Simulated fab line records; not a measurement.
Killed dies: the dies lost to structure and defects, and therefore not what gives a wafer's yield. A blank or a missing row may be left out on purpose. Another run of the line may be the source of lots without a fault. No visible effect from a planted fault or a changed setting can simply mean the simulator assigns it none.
Code-filled problem report in 8D (eight disciplines) form	flow sky130	the parts of the form that need people (team, actions taken, sign-off) are left out

1. THE ISSUE
Wafers without a fault read 0.865 a.u., standard deviation 0.0063; oesProductAu at SKY_METAL4_METAL_ETCH_18 reads a mean of 0.815 a.u. on 3 wafers belonging to 2 lots. Relative to the usual mean, that is a shift of -8.0 standard deviations.
The step: etches the open film in Cl2/BCl3, stops on SiO2, target depth 845 nm, time 183.1 s.
Seen first at day 45 07:38 on rieMetal-02, wafer L315.2. At this step, 33 wafers from 11 lots have a number in the record. By rule, "out" or "out of limits" means more than 4 standard deviations away from the usual mean. The other wafers with a number count as sound.

2. WHAT THIS IS AND IS NOT
question	is	is not
which readings at this step	oesProductAu	drypumpMotorCurrentA, throttleValvePct
which lots	L315, L316	L303, L304, L306, L308, L319, L321, L322, L324, L325
which wafers of those lots	L315.2, L316.2, L316.5	L315.1, L315.6, L316.3
read on which tools	rieMetal-02	rieMetal-01
when	from day 45 07:38	up to then (14 sound wafers); but 16 sound wafers of L316, L319, L321, L322, L324, L325 came after

3. SUSPECTS, AND WHAT RULES EACH OUT
Counting: a tool at a process step up to the reading stays a suspect if it ran every lot that is out. Sound lots after the first of them don't rule it out here, since some wafers of a struck lot are sound.
- pvdSputter-03 at SKY_METAL4_SPUTTER_00 (material Ti, target thk 15 nm, time 10 s): kept. Ran every lot that is out, first one L315 (day 43 10:19); last sound lot up to then L306 (day 41 01:52).
- rieMetal-02 at SKY_METAL4_METAL_ETCH_18 (etches the open film in Cl2/BCl3, stops on SiO2, target depth 845 nm, time 183.1 s): kept. Ran every lot that is out, first one L315 (day 45 07:38); last sound lot up to then L308 (day 43 15:37). Out on those wafers are its own readings of oesProductAu.
- The sound lot-mates ran in chamber 0 of rieMetal-02 at SKY_METAL4_METAL_ETCH_18, but the wafers that are out ran in chamber 1.
What counting leaves: pvdSputter-03 at SKY_METAL4_SPUTTER_00 and rieMetal-02 at SKY_METAL4_METAL_ETCH_18.

4. THE CAUSE (what the simulator had put in)
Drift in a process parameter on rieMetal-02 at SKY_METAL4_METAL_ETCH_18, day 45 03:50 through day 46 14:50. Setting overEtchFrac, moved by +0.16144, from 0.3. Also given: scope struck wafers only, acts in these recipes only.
After counting, 2 suspects remain, this tool included.

5. THE EFFECT CHAIN, in route order
Each row: a reading whose mean over the struck wafers that have a number lies more than 3 standard deviations from the usual. Scope: only readings with a usual standard deviation given in the record; hours: median across lots of the time from each lot's start at the first step in this table that gives one to its start at this step; sigmas: change in usual standard deviations.
hours	step	reading	usual	on struck wafers	change	sigmas
0	SKY_METAL4_METAL_ETCH_18	oesProductAu	0.865 a.u.	0.815	-0.050	-8.0
0	SKY_METAL4_STRIP_19	oesProductAu	0.502 a.u.	0.474	-0.028	-5.6
0	SKY_METAL4_STRIP_19	stripTimeToEndpointS	6.51 s	5.85	-0.66	-11
The process steps in it:
- SKY_METAL4_METAL_ETCH_18: etches the open film in Cl2/BCl3, stops on SiO2, target depth 845 nm, time 183.1 s.
- SKY_METAL4_STRIP_19: strips in O2/N2.

6. HOW IT WOULD HAVE BEEN CAUGHT EARLIER
In this record no reading fell out of limits until day 45 07:38, 4 hours after the fault had begun at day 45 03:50.
